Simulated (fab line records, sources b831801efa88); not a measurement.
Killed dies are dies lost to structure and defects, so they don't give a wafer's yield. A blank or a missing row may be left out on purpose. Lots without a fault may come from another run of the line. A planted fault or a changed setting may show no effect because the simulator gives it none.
Which tool did it? | flow gf180mcu | 6 lots, 18 wafers sampled, at 2 steps of a route of 602

WHAT THE GAUGES READ, wafer by wafer
GF_TOP_METAL_RS_MEAS_05: measures by four-point-probe.
lot  | measured     | on            | TOP_METAL_ALCU_RS (ohm/sq)
L825 | day 27 23:17 | film_metro-03 | 0.0329 0.0329 0.0326
L827 | day 28 22:12 | film_metro-04 | 0.0322 0.0324 0.0324
L832 | day 30 10:47 | film_metro-04 | 0.0327 0.0329 0.0328
L840 | day 32 08:47 | film_metro-03 | 0.0331 0.0336 0.0336
L843 | day 32 23:41 | film_metro-03 | 0.0326 0.0326 0.0328
L846 | day 34 00:41 | film_metro-01 | 0.0319 0.0322 0.0321

WHICH TOOL RAN EACH LOT (tool, then ch and the chambers of the sampled wafers, then the start)
lot  | GF_V5_SPUTTER_21
L825 | pvd_sputter-03, day 27 22:19
L827 | pvd_sputter-01, day 28 21:17
L832 | pvd_sputter-01, day 30 09:43
L840 | pvd_sputter-01, day 32 07:50
L843 | pvd_sputter-02, day 32 22:46
L846 | pvd_sputter-03, day 33 23:37
- GF_V5_SPUTTER_21: material Ti, target thk 15 nm, time 80.02 s.

THE ANSWER, worked out from the rows above alone
Rule: what is usual is taken from the lots themselves. Put in order of their means at a reading, lots are off if they are a third of the lots or fewer, leave a main group of 4 or more, and stand apart from it by a gap of 3 or more times the standard deviation of the main group's means; of several such gaps the widest counts. A main group whose means are all the same, to the digits that the tables above print for the reading, isn't used. A lot without any number at a reading at which 4 lots or more have one is off too. The other lots that the step has rows for count as sound.
No lot is off at any reading shown: from this, nothing can be told.

WHAT THE SIMULATOR HAD PUT IN
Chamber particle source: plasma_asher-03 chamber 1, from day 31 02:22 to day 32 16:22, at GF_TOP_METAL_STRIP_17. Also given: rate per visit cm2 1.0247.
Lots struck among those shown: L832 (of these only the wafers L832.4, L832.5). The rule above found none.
